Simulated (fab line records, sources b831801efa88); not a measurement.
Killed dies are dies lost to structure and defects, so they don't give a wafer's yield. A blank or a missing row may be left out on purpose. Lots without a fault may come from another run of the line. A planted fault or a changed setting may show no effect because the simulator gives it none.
Problem report in the 8D (eight disciplines) form, filled by code | flow gf180mcu | the parts of the form that need people (team, actions taken, sign-off) are left out

1. THE PROBLEM
cd_nm at GF_POLY_GATE_CD_MEAS_10 reads a mean of 252.7 nm on 4 wafers of 2 lots; wafers without a fault read 280.0 nm with a standard deviation of 1.3. That is -21 standard deviations from the usual mean.
The step: target cd 280 nm.
First seen on wafer L714.6, day 15 04:13, on cd_sem-01. The record holds 39 wafers of 13 lots with a number at this step. Rule for "out", or "out of limits": more than 4 standard deviations from the usual mean. The other wafers with a number count as sound.

2. WHAT IT IS AND WHAT IT IS NOT
question                    | is                             | is not
which readings at this step | cd_nm                          | -
which lots                  | L714, L715                     | L697, L698, L699, L702, L703, L704, L705, L708, L713, L716, L719
which wafers of those lots  | L714.6, L715.4, L715.5, L715.6 | L714.1, L714.2
read on which gauges        | cd_sem-01, cd_sem-02           | -
when                        | from day 15 04:13              | up to then (29 sound wafers); but 6 sound wafers of L716, L719 came after

3. SUSPECTS, AND WHAT RULES EACH OUT
Counting: a tool at a process step up to the reading stays a suspect if it ran every lot that is out. Sound lots after the first of them don't rule it out here, since some wafers of a struck lot are sound.
- the gauge at GF_POLY_GATE_CD_MEAS_10: ruled out. The wafers that are out were read on 2 gauges (cd_sem-01, cd_sem-02).
- plasma_asher-03 at GF_DUAL_GATE_STRIP_13 (strips in O2/N2): kept. It ran every lot that is out, first L714 (day 14 01:38); its last sound lot up to then is L713 (day 13 19:07).
- krf_scanner-02 at GF_POLY_GATE_EXPOSE_07 (exposes mask Poly2, target cd 280 nm): kept. It ran every lot that is out, first L714 (day 14 17:07); its last sound lot up to then is L713 (day 14 11:37).
Left after counting: plasma_asher-03 at GF_DUAL_GATE_STRIP_13, krf_scanner-02 at GF_POLY_GATE_EXPOSE_07.

4. THE CAUSE (what the simulator had put in)
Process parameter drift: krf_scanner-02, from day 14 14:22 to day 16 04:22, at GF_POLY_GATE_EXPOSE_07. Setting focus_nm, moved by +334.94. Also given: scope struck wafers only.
Counting left 2 suspects, and this tool is among them.

5. THE CHAIN OF EFFECTS, in route order
Each row: a reading whose mean over the struck wafers that have a number lies more than 3 standard deviations from the usual. Only readings for which the record gives a usual standard deviation are gone through. hours: the time from each lot's start at the first step in this table that gives one to its start at this step, as a median over the lots. sigmas: the change in usual standard deviations.
hours | step                    | reading | usual    | on struck wafers | change | sigmas
0     | GF_POLY_GATE_CD_MEAS_10 | cd_nm   | 280.0 nm | 252.7            | -27.3  | -21

6. WHAT WOULD HAVE CAUGHT IT SOONER
In this record the first reading out of limits at a measuring or inspecting step was taken at day 15 04:13, 14 hours after the fault began at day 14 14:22.
Of the tool readings at GF_POLY_GATE_EXPOSE_07 for which the record gives a usual standard deviation, none was out on any struck wafer, so an alarm limit of 4 standard deviations on them would not have fired.
All the lots that are out (2) had begun GF_POLY_GATE_EXPOSE_07 on krf_scanner-02 by day 15 04:13. A hold on the tool at that time would have spared none of them.
